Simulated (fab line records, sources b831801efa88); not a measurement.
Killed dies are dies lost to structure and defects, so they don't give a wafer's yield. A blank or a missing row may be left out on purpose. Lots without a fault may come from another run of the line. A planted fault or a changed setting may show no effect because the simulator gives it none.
Which tool did it? | flow gf180mcu | 12 lots, 36 wafers sampled, at 5 steps of a route of 602

WHAT THE GAUGES READ, wafer by wafer
GF_MVPSD_OVL_MEAS_07. Usual: MVPSD_OVL 1.2 nm, standard deviation 1.3.
lot  | measured     | on         | MVPSD_OVL (nm) | flag
L755 | day 5 08:34  | overlay-01 | 3.4 1.9 2.6    |
L757 | day 5 17:49  | overlay-02 | 0.9 1.1 1.4    |
L758 | day 5 23:19  | overlay-02 | 3.0 2.8 3.6    |
L760 | day 6 12:36  | overlay-01 | 2.9 1.1 0.2    |
L761 | day 6 18:57  | overlay-02 | 1.1 0.9 1.6    |
L762 | day 7 00:22  | overlay-01 | 1.1 -0.6 0.9   |
L764 | day 7 12:37  | overlay-01 | 3.2 2.1 1.4    |
L768 | day 8 14:09  | overlay-02 | 0.5 1.0 -1.3   |
L772 | day 9 12:17  | overlay-02 | 0.4 0.0 0.4    |
L775 | day 10 05:35 | overlay-02 | 1.8 0.7 0.3    |
L776 | day 10 10:42 | overlay-02 | 1.2 1.6 0.4    |
L777 | day 10 16:29 | overlay-02 | 1.3 2.2 0.2    |

GF_CONTACT_THK_MEAS_03. Usual: CONTACT_CVD_02_THK 860 nm, standard deviation 10.
lot  | measured     | on            | CONTACT_CVD_02_THK (nm) | flag
L755 | day 15 18:34 | film_metro-02 | 851 871 868             |
L757 | day 16 04:41 | film_metro-02 | 846 854 862             |
L758 | day 16 12:50 | film_metro-02 | 860 867 866             |
L760 | day 17 10:47 | film_metro-03 | 868 847 874             |
L761 | day 17 19:11 | film_metro-04 | 843 861 862             |
L762 | day 18 03:50 | film_metro-02 | 865 856 868             |
L764 | day 19 02:17 | film_metro-03 | 854 842 861             |
L768 | day 20 11:02 | film_metro-02 | 855 953 885             | OFF
L772 | day 21 19:36 | film_metro-04 | 831 847 850             |
L775 | day 22 15:10 | film_metro-02 | 854 876 868             |
L776 | day 22 23:50 | film_metro-03 | 859 865 865             |
L777 | day 23 05:02 | film_metro-04 | 857 860 878             |

WHICH TOOL RAN EACH LOT (tool, then ch and the chambers of the sampled wafers, then the start)
lot  | GF_STI_STRIP_15                     | GF_HV_LDD_STRIP_49                   | GF_CONTACT_CVD_02
L755 | plasma_asher-04 ch 0,1, day 2 08:28 | plasma_asher-01 ch 0,1, day 12 22:16 | pecvd-01 ch 0,1, day 15 18:28
L757 | plasma_asher-01 ch 0,1, day 2 16:45 | plasma_asher-01 ch 0,1, day 13 07:12 | pecvd-02 ch 0,1,2, day 16 04:37
L758 | plasma_asher-03 ch 0,1, day 2 22:49 | plasma_asher-02 ch 0,1, day 13 16:14 | pecvd-01 ch 0,1,2, day 16 12:45
L760 | plasma_asher-01 ch 0,1, day 3 09:48 | plasma_asher-03 ch 0,1, day 14 12:13 | pecvd-02 ch 1,2, day 17 10:43
L761 | plasma_asher-01 ch 0,1, day 3 13:41 | plasma_asher-01 ch 0,1, day 14 19:49 | pecvd-04 ch 1,2, day 17 19:07
L762 | plasma_asher-04 ch 0,1, day 3 19:04 | plasma_asher-01 ch 0,1, day 15 01:53 | pecvd-01 ch 0,1, day 18 03:44
L764 | plasma_asher-01 ch 0,1, day 4 05:14 | plasma_asher-03 ch 0,1, day 15 22:18 | pecvd-04 ch 0,1,2, day 19 02:13
L768 | plasma_asher-04 ch 0,1, day 5 01:38 | plasma_asher-01 ch 0,1, day 17 06:00 | pecvd-01 ch 0,1,2, day 20 10:58
L772 | plasma_asher-03 ch 0,1, day 5 23:18 | plasma_asher-02 ch 0,1, day 18 14:12 | pecvd-04 ch 0,1,2, day 21 19:31
L775 | plasma_asher-01 ch 0,1, day 6 13:37 | plasma_asher-02 ch 0,1, day 19 10:14 | pecvd-04 ch 0,2, day 22 15:04
L776 | plasma_asher-03 ch 0,1, day 6 19:26 | plasma_asher-02 ch 0,1, day 19 18:03 | pecvd-02 ch 1,2, day 22 23:46
L777 | plasma_asher-03 ch 0,1, day 6 23:45 | plasma_asher-02 ch 0,1, day 20 00:06 | pecvd-02 ch 0,1, day 23 04:58
- GF_STI_STRIP_15: strips in O2/N2.
- GF_HV_LDD_STRIP_49: strips in O2/N2.
- GF_CONTACT_CVD_02: deposits SiO2 from TEOS, target thk 860 nm, time 95.992 s.

WHAT THE TOOLS THEMSELVES READ (means of the sampled wafers that have a number; where no wafer has one, the mark that the record gives instead)
GF_STI_STRIP_15. Usual: drypump_motor_current_A 5.72 A, standard deviation 0.19; heater_power_w 349 W, standard deviation 17; oes_product_au 0.383 a.u., standard deviation 0.0044; strip_time_to_endpoint_s 3.72 s, standard deviation 0.035.
lot  | tool            | drypump_motor_current_A (A) | heater_power_w (W) | oes_product_au (a.u.) | strip_time_to_endpoint_s (s) | flag
L755 | plasma_asher-04 | 5.81                        | 339                | 0.379                 | 3.67                         |
L757 | plasma_asher-01 | 5.58                        | 366                | 0.381                 | 3.73                         |
L758 | plasma_asher-03 | 5.66                        | 337                | 0.381                 | 3.67                         |
L760 | plasma_asher-01 | 5.59                        | 362                | 0.383                 | 3.70                         |
L761 | plasma_asher-01 | 5.63                        | 365                | 0.385                 | 3.70                         |
L762 | plasma_asher-04 | 5.85                        | 328                | 0.385                 | 3.71                         |
L764 | plasma_asher-01 | 5.59                        | 364                | 0.389                 | 3.76                         |
L768 | plasma_asher-04 | 5.81                        | 339                | 0.382                 | 3.75                         |
L772 | plasma_asher-03 | 5.86                        | 348                | 0.378                 | 3.70                         |
L775 | plasma_asher-01 | 5.66                        | 363                | 0.385                 | 3.73                         |
L776 | plasma_asher-03 | 5.87                        | 339                | 0.386                 | 3.73                         |
L777 | plasma_asher-03 | 5.65                        | 338                | 0.383                 | 3.73                         |

GF_HV_LDD_STRIP_49. Usual: drypump_motor_current_A 5.70 A, standard deviation 0.24; heater_power_w 354 W, standard deviation 23; oes_product_au 0.716 a.u., standard deviation 0.0047; strip_time_to_endpoint_s 12.63 s, standard deviation 0.032.
lot  | tool            | drypump_motor_current_A (A) | heater_power_w (W) | oes_product_au (a.u.) | strip_time_to_endpoint_s (s) | flag
L755 | plasma_asher-01 | 5.63                        | 369                | 0.715                 | 12.66                        |
L757 | plasma_asher-01 | 5.64                        | 362                | 0.719                 | 12.62                        |
L758 | plasma_asher-02 | 5.96                        | 354                | 0.712                 | 12.64                        |
L760 | plasma_asher-03 | 5.85                        | 343                | 0.717                 | 12.61                        |
L761 | plasma_asher-01 | 5.63                        | 365                | 0.718                 | 12.58                        |
L762 | plasma_asher-01 | 5.60                        | 358                | 0.716                 | 12.63                        |
L764 | plasma_asher-03 | 5.66                        | 339                | 0.716                 | 12.61                        |
L768 | plasma_asher-01 | 5.64                        | 369                | 0.721                 | 12.61                        |
L772 | plasma_asher-02 | 5.73                        | 332                | 0.716                 | 12.60                        |
L775 | plasma_asher-02 | 5.94                        | 356                | 0.715                 | 12.63                        |
L776 | plasma_asher-02 | 5.96                        | 353                | 0.712                 | 12.60                        |
L777 | plasma_asher-02 | 5.75                        | 336                | 0.714                 | 12.69                        |

GF_CONTACT_CVD_02. Usual: heater_power_w 664 W, standard deviation 82.
lot  | tool     | heater_power_w (W) | flag
L755 | pecvd-01 | 687                |
L757 | pecvd-02 | 753                |
L758 | pecvd-01 | 673                |
L760 | pecvd-02 | 736                |
L761 | pecvd-04 | 609                |
L762 | pecvd-01 | 682                |
L764 | pecvd-04 | 616                |
L768 | pecvd-01 | 712                |
L772 | pecvd-04 | 664                |
L775 | pecvd-04 | 708                |
L776 | pecvd-02 | 684                |
L777 | pecvd-02 | 698                |

THE ANSWER, worked out from the rows above alone
Rule: a lot is off if the mean of its wafers that have a number lies more than 3 standard deviations from the usual mean. A lot without any number at a reading at which 4 lots or more have one is off too. The other lots that the step has rows for count as sound. The gauges are gone through in route order, then the tools' own readings, and for those a lot's mean is taken as printed above. The first step at which some lot is off is used, and at that step the reading that is off furthest; a lot without a number counts as furthest.
Off: L768, at GF_CONTACT_THK_MEAS_03 (CONTACT_CVD_02_THK).
A tool fits if, at a process step before that reading, it ran every lot that is off, and no sound lot after the first of them. The gauges at GF_CONTACT_THK_MEAS_03 are tried like those tools. Can't be told from this: 3 tools fit, plasma_asher-04 at GF_STI_STRIP_15, plasma_asher-01 at GF_HV_LDD_STRIP_49, pecvd-01 at GF_CONTACT_CVD_02.

WHAT THE SIMULATOR HAD PUT IN
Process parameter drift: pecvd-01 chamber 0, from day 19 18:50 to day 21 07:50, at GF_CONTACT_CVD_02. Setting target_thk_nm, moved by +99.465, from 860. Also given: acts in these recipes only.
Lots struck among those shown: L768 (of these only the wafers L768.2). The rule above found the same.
